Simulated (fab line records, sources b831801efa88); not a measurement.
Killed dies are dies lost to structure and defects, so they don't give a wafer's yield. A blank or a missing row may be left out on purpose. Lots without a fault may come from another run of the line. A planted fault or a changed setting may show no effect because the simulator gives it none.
Which tool did it? | flow gf180mcu | 12 lots, 36 wafers sampled, at 6 steps of a route of 602

WHAT THE GAUGES READ, wafer by wafer
GF_M4_THK_MEAS_06: measures by xrf.
lot  | measured     | on            | M4_ALCU_THK (nm)
L075 | day 23 02:22 | film_metro-02 | 456 463 457
L077 | day 24 00:55 | film_metro-02 | 456 460 451
L079 | day 24 05:46 | film_metro-02 | 461 467 458
L081 | day 25 07:11 | film_metro-04 | 454 459 457
L083 | day 25 15:28 | film_metro-02 | 460 465 456
L085 | day 26 08:47 | film_metro-04 | 463 453 459
L088 | day 27 00:28 | film_metro-03 | 458 464 457
L089 | day 27 12:51 | film_metro-04 | 443 448 451
L091 | day 28 03:39 | film_metro-04 | 450 449 455
L093 | day 28 18:37 | film_metro-04 | 451 455 452
L095 | day 29 04:29 | film_metro-04 | 450 452 446
L097 | day 29 18:02 | film_metro-04 | 464 456 456

WHICH TOOL RAN EACH LOT (tool, then ch and the chambers of the sampled wafers, then the start)
lot  | GF_SALICIDE_RTA_06               | GF_M1_SPUTTER_01             | GF_M2_SPUTTER_02             | GF_V2_CVD_23                  | GF_M4_SPUTTER_03
L075 | rtp_anneal-01 ch 0, day 15 18:26 | pvd_sputter-04, day 16 18:57 | pvd_sputter-01, day 18 20:31 | cvd_w-01 ch 0,1, day 20 23:23 | pvd_sputter-04, day 23 02:11
L077 | rtp_anneal-01 ch 0, day 16 17:04 | pvd_sputter-04, day 17 17:07 | pvd_sputter-04, day 19 20:46 | cvd_w-01 ch 0,1, day 21 23:34 | pvd_sputter-04, day 24 00:44
L079 | rtp_anneal-01 ch 0, day 16 22:16 | pvd_sputter-02, day 17 23:47 | pvd_sputter-03, day 20 03:16 | cvd_w-01 ch 0,1, day 22 04:23 | pvd_sputter-03, day 24 05:35
L081 | rtp_anneal-02 ch 0, day 18 00:46 | pvd_sputter-02, day 19 03:23 | pvd_sputter-03, day 21 06:00 | cvd_w-02 ch 0,1, day 23 07:07 | pvd_sputter-03, day 25 07:01
L083 | rtp_anneal-02 ch 0, day 18 11:41 | pvd_sputter-03, day 19 14:22 | pvd_sputter-03, day 21 16:39 | cvd_w-02 ch 0,1, day 23 15:49 | pvd_sputter-01, day 25 15:17
L085 | rtp_anneal-01 ch 0, day 19 05:34 | pvd_sputter-04, day 20 07:58 | pvd_sputter-03, day 22 11:32 | cvd_w-01 ch 1, day 24 10:05   | pvd_sputter-01, day 26 08:35
L088 | rtp_anneal-01 ch 0, day 20 02:21 | pvd_sputter-03, day 21 04:19 | pvd_sputter-03, day 23 04:58 | cvd_w-02 ch 0,1, day 25 03:07 | pvd_sputter-01, day 27 00:17
L089 | rtp_anneal-01 ch 0, day 20 16:03 | pvd_sputter-04, day 21 17:40 | pvd_sputter-03, day 23 18:19 | cvd_w-02 ch 0,1, day 25 16:10 | pvd_sputter-04, day 27 12:40
L091 | rtp_anneal-02 ch 0, day 21 10:43 | pvd_sputter-02, day 22 12:13 | pvd_sputter-03, day 24 11:28 | cvd_w-02 ch 0,1, day 26 07:58 | pvd_sputter-04, day 28 03:26
L093 | rtp_anneal-02 ch 0, day 22 04:30 | pvd_sputter-02, day 23 05:14 | pvd_sputter-04, day 25 03:40 | cvd_w-02 ch 0,1, day 26 23:16 | pvd_sputter-03, day 28 18:26
L095 | rtp_anneal-02 ch 0, day 22 12:16 | pvd_sputter-02, day 23 13:31 | pvd_sputter-04, day 25 12:43 | cvd_w-01 ch 0,1, day 27 08:29 | pvd_sputter-04, day 29 04:19
L097 | rtp_anneal-02 ch 0, day 23 05:50 | pvd_sputter-04, day 24 06:10 | pvd_sputter-01, day 26 03:38 | cvd_w-01 ch 0,1, day 27 22:38 | pvd_sputter-01, day 29 17:50
- GF_SALICIDE_RTA_06: time 30 s.
- GF_M1_SPUTTER_01: material TiN, target thk 30 nm, time 25 s.
- GF_M2_SPUTTER_02: material AlCu, target thk 450 nm, time 23.9 s.
- GF_V2_CVD_23: deposits W, target thk 350 nm, time 104.94 s.
- GF_M4_SPUTTER_03: material Ti, target thk 10 nm, time 6.7 s.

THE ANSWER, worked out from the rows above alone
Rule: what is usual is taken from the lots themselves. Put in order of their means at a reading, lots are off if they are a third of the lots or fewer, leave a main group of 4 or more, and stand apart from it by a gap of 3 or more times the standard deviation of the main group's means; of several such gaps the widest counts. A main group whose means are all the same, to the digits that the tables above print for the reading, isn't used. A lot without any number at a reading at which 4 lots or more have one is off too. The other lots that the step has rows for count as sound.
No lot is off at any reading shown: from this, nothing can be told.

WHAT THE SIMULATOR HAD PUT IN
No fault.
